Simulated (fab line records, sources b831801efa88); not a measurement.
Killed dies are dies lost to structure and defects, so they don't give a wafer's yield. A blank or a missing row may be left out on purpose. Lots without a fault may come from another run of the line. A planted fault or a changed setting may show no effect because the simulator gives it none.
fab line records | flow sky130
record lots=6 wafers=18 last_day=50
route steps=708 shown NWELL@65 PAD_OPEN@708
lots that met no fault: from a run of the same line without faults
start_h: hours from the record's first day to the start of the lot's first wafer shown | wait_h: hours since the lot's step before | " the same as in the row above | L1.1+2: a row that stands for several wafers | - no value, or no start given | * or withheld: withheld | < > ~ a bound
route shown NAME@n: a module of which the file shows steps, and the number in the route of the first | usual: mean/standard deviation of fault-free wafers | same: alike in all rows | chamber/n: place in a boat | sites: the reading at each site | _std_site: their standard deviation | _edge_site: outer sites' mean less inner sites' | radius_mm: how far each site lies from the wafer's centre | mask NAME#n: copy n | behind: the tool/chamber that last shaped the wafer | hold: why the lot was held/for how many hours/how that ended | device: the transistor (n, p or np) that didn't switch | end of line: the same wafers' tests at the end of the route | a step without rows: its recipe alone | killed: dies lost to structure and defects at the first sort, not the wafer's yield | map: a wafer's dies, x killed, . not, _ none there
set.NAME: the setting as run; set.NAME@STEP: as run at that earlier step | model.NAME: the simulator's own value behind a step, which no gauge read
lots at some steps of the route; a table a step, a row a wafer
services: from which hour (start_h, from the record's first day; less than 0 if before it) a tool's chamber was out of use, for how many hours, and why
## steps
# step SKY_NWELL_IMPLANT_12
# recipe species=P energy_kev=120 dose_cm2=1.3e+12 tilt_deg=withheld
# step SKY_NWELL_IMPLANT_13
# recipe species=P energy_kev=50 dose_cm2=7e+11 tilt_deg=withheld
# step SKY_NWELL_STRIP_14
# recipe chemistry=O2/N2 power_w=1400 pressure_mtorr=1500 platen_temp_c=withheld o2_flow_sccm=3000 n2_flow_sccm=300 overash_fraction=0.5
# usual drypump_motor_current_A=5.8/0.33 o2_flow_sccm=3000/7.7 oes_product_au=0.723/0.0045 strip_time_to_endpoint_s=36.89/0.11
# columns lot.wafer tool chamber start_h wait_h drypump_motor_current_A o2_flow_sccm oes_product_au rf_hours_counter_h strip_time_to_endpoint_s
L507.1 plasma_asher-04 1 131.85 0.1 5.9 3001 0.721 49 36.98
L507.5 " 1 " " 5.9 3002 0.723 - 36.91
L507.6 " 0 " " 5.6 3002 0.718 - 36.99
L512.1 plasma_asher-02 1 150.20 0.1 6.1 3002 0.726 51 36.82
L512.2 " 0 " " 5.8 3021 0.727 51 36.78
L512.5 " 0 " " 5.8 2997 0.722 - 36.80
L521.1 plasma_asher-02 1 219.01 0.1 6.1 3002 0.720 58 36.91
L521.2 " 0 " " 5.9 3007 0.717 58 36.93
L521.6 " 0 " " 5.9 3008 0.726 - 36.76
L522.2 plasma_asher-02 1 231.86 0.1 6.1 3006 0.724 60 36.85
L522.4 " 1 " " 6.1 2996 0.719 - 36.89
L522.5 " 0 " " 5.8 2999 0.724 - 36.76
L523.2 plasma_asher-01 1 232.51 0.1 5.2 3005 0.719 32 36.64
L523.4 " 0 " " 5.1 3006 0.718 - 36.65
L523.5 " 1 " " 5.2 3004 0.728 - 36.77
L524.4 plasma_asher-04 1 232.89 0.1 5.9 3010 0.725 - 36.89
L524.5 " 0 " " 5.6 2990 0.723 - 36.99
L524.6 " 1 " " 5.9 3006 0.727 - 37.06
# step SKY_NWELL_TW_MEAS_15
# usual NWELL_TW=1814/15
# columns lot.wafer tool chamber start_h wait_h NWELL_TW
L507.1 film_metro-03 - 131.95 0.1 1822
L507.5 " - " " 1816
L507.6 " - " " 1810
L512.1 film_metro-01 - 150.30 0.1 1802
L512.2 " - " " 1790
L512.5 " - " " 1796
L521.1 film_metro-02 - 219.11 0.1 1828
L521.2 " - " " 1826
L521.6 " - " " 1817
L522.2 film_metro-01 - 231.97 0.1 1789
L522.4 " - " " 1779
L522.5 " - " " 1785
L523.2 film_metro-02 - 232.62 0.1 1812
L523.4 " - " " 1826
L523.5 " - " " 1820
L524.4 film_metro-01 - 232.99 0.1 1791
L524.5 " - " " 1806
L524.6 " - " " 1799
# step SKY_NWELL_DEHYDRATE_16
# recipe temp_c=200 time_s=60
# step SKY_NWELL_HMDS_17
# recipe prime_time_s=60 prime_temp_c=120
# step SKY_NWELL_COAT_18
# recipe spin_rpm=2000 resist_thk_nm=3000
# step SKY_NWELL_SOFTBAKE_19
# recipe temp_c=110 time_s=withheld
# step SKY_NWELL_EXPOSE_20
# recipe mask_id=NWM_COMPLEMENT na=0.6 source_shape=conventional sigma_outer=0.6 polarization=unpolarized target_cd_nm=840 dose_mj=260
# step SKY_NWELL_PEB_21
# recipe temp_c=115 time_s=withheld
# step SKY_NWELL_DEVELOP_22
# recipe wall_angle_deg=90 developer=TMAH develop_time_s=60 dev_temp_c=23
# step SKY_NWELL_OVL_MEAS_23
# usual NWELL_01_OVL=0.2/1.4
# columns lot.wafer tool chamber start_h wait_h NWELL_01_OVL[nm]
L507.1 overlay-01 - 150.82 - -0.3
L507.5 " - " " -0.4
L507.6 " - " " 0.2
L512.1 overlay-01 - 168.36 - -1.6
L512.2 " - " " -0.4
L512.5 " - " " 0.8
L521.1 overlay-01 - 240.41 - -1.3
L521.2 " - " " -2.0
L521.6 " - " " -2.6
L522.2 overlay-01 - 255.18 - -1.5
L522.4 " - " " -1.7
L522.5 " - " " -1.1
L523.2 overlay-02 - 256.17 - 1.3
L523.4 " - " " 0.0
L523.5 " - " " 0.9
L524.4 overlay-02 - 256.54 - -1.1
L524.5 " - " " 0.4
L524.6 " - " " -0.5
# step SKY_NWELL_IMPLANT_24
# recipe species=B energy_kev=140 dose_cm2=9.2e+12 tilt_deg=withheld
# usual beam_energy_keV=140.01/0.041 faraday_current_uA=52.0/1.1
# columns lot.wafer tool chamber start_h wait_h beam_energy_keV faraday_current_uA model.implant.drp_nm
L507.1 implanter-02 0 150.86 0.0 140.07 55.1 95.47
L507.5 " 0 " " 140.06 52.2 95.47
L507.6 " 0 " " 140.00 51.7 95.47
L512.1 implanter-01 0 168.40 0.0 139.98 52.7 95.47
L512.2 " 0 " " 139.96 50.3 95.47
L512.5 " 0 " " 139.92 51.6 95.47
L521.1 implanter-01 0 240.45 0.0 132.98 51.6 93.56
L521.2 " 0 " " 132.99 49.3 93.56
L521.6 " 0 " " 132.96 51.7 93.56
L522.2 implanter-02 0 255.23 0.0 140.03 51.2 95.47
L522.4 " 0 " " 139.98 52.4 95.47
L522.5 " 0 " " 140.00 51.1 95.47
L523.2 implanter-01 0 256.22 0.0 132.98 50.7 93.56
L523.4 " 0 " " 132.98 51.9 93.56
L523.5 " 0 " " 132.95 51.9 93.56
L524.4 implanter-02 0 256.63 0.1 139.98 49.9 95.47
L524.5 " 0 " " 139.98 51.8 95.47
L524.6 " 0 " " 140.04 52.0 95.47
# step SKY_NWELL_STRIP_25
# recipe chemistry=O2/N2 power_w=1400 pressure_mtorr=1500 platen_temp_c=withheld o2_flow_sccm=3000 n2_flow_sccm=300 overash_fraction=0.5
# usual drypump_motor_current_A=5.5/0.37 o2_flow_sccm=3000/8.7 oes_product_au=0.722/0.004 strip_time_to_endpoint_s=36.92/0.095
# columns lot.wafer tool chamber start_h wait_h drypump_motor_current_A o2_flow_sccm oes_product_au rf_hours_counter_h strip_time_to_endpoint_s
L507.1 plasma_asher-02 0 151.01 0.1 5.9 2984 0.723 51 36.90
L507.5 " 0 " " 5.8 2997 0.726 - 36.95
L507.6 " 1 " " 6.2 3008 0.722 - 36.87
L512.1 plasma_asher-04 0 168.55 0.1 5.6 2997 0.719 53 36.83
L512.2 " 1 " " 5.9 2993 0.724 53 36.88
L512.5 " 1 " " 5.9 3015 0.722 - 36.87
L521.1 plasma_asher-01 1 240.60 0.1 5.2 3003 0.721 32 36.91
L521.2 " 0 " " 5.1 3000 0.717 32 36.90
L521.6 " 0 " " 5.1 2999 0.722 - 37.03
L522.2 plasma_asher-01 1 255.36 0.1 5.2 2995 0.721 34 36.87
L522.4 " 0 " " 5.1 2999 0.725 - 36.84
L522.5 " 0 " " 5.1 3002 0.718 - 36.76
L523.2 plasma_asher-01 1 256.35 0.1 5.1 2989 0.722 34 36.94
L523.4 " 0 " " 5.1 2994 0.728 - 36.89
L523.5 " 0 " " 5.2 2995 0.723 - 36.81
L524.4 plasma_asher-04 0 256.74 0.1 5.6 2999 0.720 - 36.91
L524.5 " 1 " " 5.9 3010 0.721 - 37.02
L524.6 " 0 " " 5.6 3004 0.723 - 36.96
# step SKY_PAD_OPEN_PROBE_99
# usual killed_at_M0_to_M3=43/6.6 killed_at_M4_up=3.1/1.6 killed_at_contacts=23/5.6 killed_at_front_end=15/4.2 killed_at_other=0.2/0.43 killed_dies=85/9.3 killed_open=46/6.6 killed_short=39/6.2
# same gross_dies=492 killed_at_back_side=0
# columns lot.wafer tool chamber start_h wait_h killed_at_M0_to_M3 killed_at_M4_up killed_at_contacts killed_at_front_end killed_at_other killed_dies killed_open killed_short model.etest.res_iso_pwell.rs_ohm_sq model.etest.pfet_16v.r_on_ohm_um model.etest.res_iso_pwell.line_ohm_um model.etest.res_nwell.width_nm model.etest.field_n.vt_v model.etest.iso_nwell_nwell.leak_log10_a_um model.etest.nfet_05v0_nvt.vt_sat_v model.etest.nfet_05v0_nvt.body_rise_v
L507.1 prober-01 - 1110.43 0.1 43 6 25 21 0 95 52 43 3233 1.536e+04 1225 841.6 36.16 -13.4 0.283 0.4129
L507.5 prober-01 - 1110.63 0.2 45 1 21 17 0 84 50 34 3237 1.554e+04 1254 839.9 36.16 -13.46 0.2859 0.4127
L507.6 prober-01 - 1110.68 0.2 29 3 25 13 0 70 38 32 3185 1.522e+04 1192 841.4 36.03 -13.25 0.2908 0.4088
L512.1 prober-02 - 1132.96 0.1 53 2 20 12 1 88 41 47 3921 1.569e+04 1492 848 35.02 -12.99 0.3211 0.4269
L512.2 prober-02 - 1133.01 0.1 41 6 21 10 1 79 41 38 3664 1.535e+04 1382 853.2 35.01 -13.33 0.3125 0.4242
L512.5 prober-02 - 1133.16 0.2 38 2 21 17 0 78 39 39 3635 1.531e+04 1388 851.1 35.16 -12.9 0.3134 0.4305
L521.1 prober-01 - 1190.07 0.1 27 4 25 21 1 78 38 40 3216 1.514e+04 1214 857.7 35.83 -12.86 0.3025 0.4094
L521.2 prober-01 - 1190.12 0.1 40 3 29 23 0 95 50 45 3196 1.497e+04 1209 851.4 35.85 -12.7 0.3021 0.4064
L521.6 prober-01 - 1190.32 0.2 37 3 20 10 0 70 40 30 3322 1.538e+04 1248 852.1 35.99 -12.5 0.2997 0.4099
L523.2 prober-02 - 1199.90 0.1 35 2 26 7 0 70 33 37 3676 1.541e+04 1415 865 34.52 -12.27 0.3205 0.4311
L523.4 prober-02 - 1200.00 0.2 41 2 29 13 0 85 45 40 4048 1.6e+04 1536 869.8 34.3 -12.45 0.3135 0.4279
L523.5 prober-02 - 1200.05 0.2 33 4 32 17 1 87 45 42 3825 1.552e+04 1458 863.1 34.64 -12.22 0.319 0.4202
L522.2 prober-01 - 1201.40 0.1 50 4 20 14 0 88 46 42 3292 1.519e+04 1254 840.3 35.84 -13.39 0.2987 0.4057
L522.4 prober-01 - 1201.50 0.2 43 5 15 13 0 76 39 37 3476 1.552e+04 1309 844.5 36 -13.57 0.2946 0.413
L522.5 prober-01 - 1201.55 0.2 45 3 18 11 0 77 40 37 3654 1.59e+04 1403 847.6 36.17 -13.45 0.3065 0.4182
L524.4 prober-02 - 1204.54 0.2 30 1 26 19 0 76 46 30 3116 1.533e+04 1187 839.9 35.77 -13.4 0.2892 0.4148
L524.5 prober-02 - 1204.59 0.2 38 5 16 16 0 75 40 35 3388 1.566e+04 1295 847.8 36.49 -13.71 0.2894 0.4099
L524.6 prober-02 - 1204.64 0.2 40 2 13 13 1 69 40 29 3135 1.527e+04 1187 840.8 35.75 -13.61 0.2923 0.4128
# killed by level:class
L507.1 LI_CONTACT:geometric_particle:open=10 CONTACT:geometric_particle:open=9 VIA2:geometric_particle:open=9 METAL1:geometric_particle:short=7 FIELD_ISO:geometric_particle:short=6 VIA3:geometric_particle:open=6 POLY_GATE:geometric_particle:open=5 LOCAL_INTERCONNECT:geometric_particle:short=5
L507.5 VIA1:geometric_particle:open=11 VIA2:geometric_particle:open=9 LI_CONTACT:geometric_particle:open=8 VIA3:geometric_particle:open=6 CONTACT:geometric_particle:open=5 METAL1:geometric_particle:short=5 VIA1:geometric_particle:short=5 SPACER:geometric_particle:short=4
L507.6 LI_CONTACT:geometric_particle:open=9 CONTACT:geometric_particle:open=7 VIA1:geometric_particle:open=7 POLY_GATE:geometric_particle:open=4 LI_CONTACT:geometric_particle:short=4 VIA2:geometric_particle:open=4 METAL3:geometric_particle:short=4 POLY_GATE:geometric_particle:short=3
L512.1 VIA2:geometric_particle:open=9 VIA1:geometric_particle:short=8 METAL2:geometric_particle:short=8 VIA1:geometric_particle:open=8 VIA3:geometric_particle:open=7 LOCAL_INTERCONNECT:geometric_particle:short=7 POLY_GATE:geometric_particle:short=5 METAL1:geometric_particle:short=5
L512.2 CONTACT:geometric_particle:open=8 VIA1:geometric_particle:open=6 VIA3:geometric_particle:open=6 VIA2:geometric_particle:open=5 METAL4:geometric_particle:short=5 METAL2:geometric_particle:short=4 LOCAL_INTERCONNECT:geometric_particle:open=4 METAL1:geometric_particle:short=4
L512.5 CONTACT:geometric_particle:open=12 VIA2:geometric_particle:open=8 VIA1:geometric_particle:open=5 CONTACT:geometric_particle:short=5 METAL2:geometric_particle:short=5 FIELD_ISO:geometric_particle:open=4 FIELD_ISO:geometric_particle:short=4 VIA3:geometric_particle:short=4
L521.1 FIELD_ISO:geometric_particle:short=7 CONTACT:geometric_particle:open=7 LI_CONTACT:geometric_particle:open=6 LOCAL_INTERCONNECT:geometric_particle:short=6 POLY_GATE:geometric_particle:open=4 CONTACT:geometric_particle:short=4 VIA2:geometric_particle:open=4 METAL3:geometric_particle:open=4
L521.2 CONTACT:geometric_particle:open=11 VIA1:geometric_particle:open=9 METAL2:geometric_particle:short=8 FIELD_ISO:geometric_particle:open=7 FIELD_ISO:geometric_particle:short=6 LI_CONTACT:geometric_particle:open=6 POLY_GATE:geometric_particle:open=6 CONTACT:geometric_particle:short=6
L521.6 VIA1:geometric_particle:open=9 CONTACT:geometric_particle:open=8 VIA1:geometric_particle:short=5 METAL3:geometric_particle:short=5 VIA3:geometric_particle:open=4 LI_CONTACT:geometric_particle:open=4 CONTACT:geometric_particle:short=4 POLY_GATE:geometric_particle:open=3
L523.2 CONTACT:geometric_particle:open=10 VIA1:geometric_particle:open=8 LOCAL_INTERCONNECT:geometric_particle:short=6 VIA2:geometric_particle:open=6 FIELD_ISO:geometric_particle:short=5 CONTACT:geometric_particle:short=4 METAL2:geometric_particle:short=4 VIA3:geometric_particle:open=4
L523.4 CONTACT:geometric_particle:open=15 VIA2:geometric_particle:open=7 VIA3:geometric_particle:open=7 CONTACT:geometric_particle:short=6 METAL3:geometric_particle:short=6 FIELD_ISO:geometric_particle:open=5 FIELD_ISO:geometric_particle:short=5 VIA2:geometric_particle:short=5
L523.5 CONTACT:geometric_particle:open=13 CONTACT:geometric_particle:short=8 VIA2:geometric_particle:open=7 LOCAL_INTERCONNECT:geometric_particle:short=6 LI_CONTACT:geometric_particle:open=5 VIA1:geometric_particle:short=5 VIA1:geometric_particle:open=5 FIELD_ISO:geometric_particle:short=4
L522.2 CONTACT:geometric_particle:open=10 VIA2:geometric_particle:open=9 VIA3:geometric_particle:open=8 VIA1:geometric_particle:open=7 VIA1:geometric_particle:short=6 FIELD_ISO:geometric_particle:short=5 VIA2:geometric_particle:short=5 METAL3:geometric_particle:short=5
L522.4 VIA1:geometric_particle:open=10 VIA3:geometric_particle:open=8 CONTACT:geometric_particle:open=7 VIA3:geometric_particle:short=7 POLY_GATE:geometric_particle:short=5 VIA2:geometric_particle:open=5 METAL1:geometric_particle:short=5 LI_CONTACT:geometric_particle:open=4
L522.5 VIA3:geometric_particle:open=8 VIA2:geometric_particle:open=7 CONTACT:geometric_particle:open=7 LOCAL_INTERCONNECT:geometric_particle:short=6 VIA1:geometric_particle:open=6 VIA1:geometric_particle:short=5 VIA2:geometric_particle:short=5 LI_CONTACT:geometric_particle:open=4
L524.4 VIA1:geometric_particle:open=9 CONTACT:geometric_particle:open=7 CONTACT:geometric_particle:short=6 VIA2:geometric_particle:open=6 POLY_GATE:geometric_particle:short=5 FIELD_ISO:geometric_particle:open=4 FIELD_ISO:geometric_particle:short=4 LI_CONTACT:geometric_particle:open=4
L524.5 METAL2:geometric_particle:short=10 VIA1:geometric_particle:open=9 VIA3:geometric_particle:open=8 POLY_GATE:geometric_particle:short=6 METAL1:geometric_particle:short=5 CONTACT:geometric_particle:open=5 FIELD_ISO:geometric_particle:open=4 LI_CONTACT:geometric_particle:open=4
L524.6 VIA1:geometric_particle:open=16 VIA1:geometric_particle:short=6 POLY_GATE:geometric_particle:short=5 VIA2:geometric_particle:open=5 METAL1:geometric_particle:short=4 LI_CONTACT:geometric_particle:open=3 CONTACT:geometric_particle:open=3 METAL2:geometric_particle:short=3
## services
# columns tool chamber start_h hours kind
implanter-01 - 125.53 1.8 repair
implanter-02 - 125.92 4.7 pm
implanter-01 - 133.93 6.3 pm
implanter-02 - 152.98 4.2 pm
plasma_asher-01 - 159.40 2.5 repair
implanter-02 - 165.81 1.4 repair
plasma_asher-04 - 207.58 3.2 repair
implanter-01 - 220.70 0.8 repair
## key
first_sign step=SKY_NWELL_IMPLANT_24 reading=beam_energy_keV direction=down sigmas=99+ usual=* struck=*
effect none on later readings
model_effect step=SKY_NWELL_IMPLANT_24 value=implant.drp_nm without=95.47 struck=93.56
model_effect step=SKY_PAD_OPEN_PROBE_99 value=etest.res_iso_pwell.rs_ohm_sq without=3058 struck=3547
met_at SKY_NWELL_IMPLANT_24
struck_wafers L521.1,L521.2,L521.6,L523.2,L523.4,L523.5
tester_left_out L521,L523
onset_between 168.40 240.45
fault kind=process_parameter_drift tool=implanter-01 chamber=- onset_h=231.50 steps=SKY_NWELL_IMPLANT_24 channel=energy_kev offset=* shape=step end_h=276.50 acts_in=* stated=*
# tester_left_out: of these lots the tester's yield and bins aren't shown, on N5 and GAA mostly nor the transistor test; their killed dies are dies lost to structure and defects alone, not to doping, threshold or leakage, so they don't give the yield
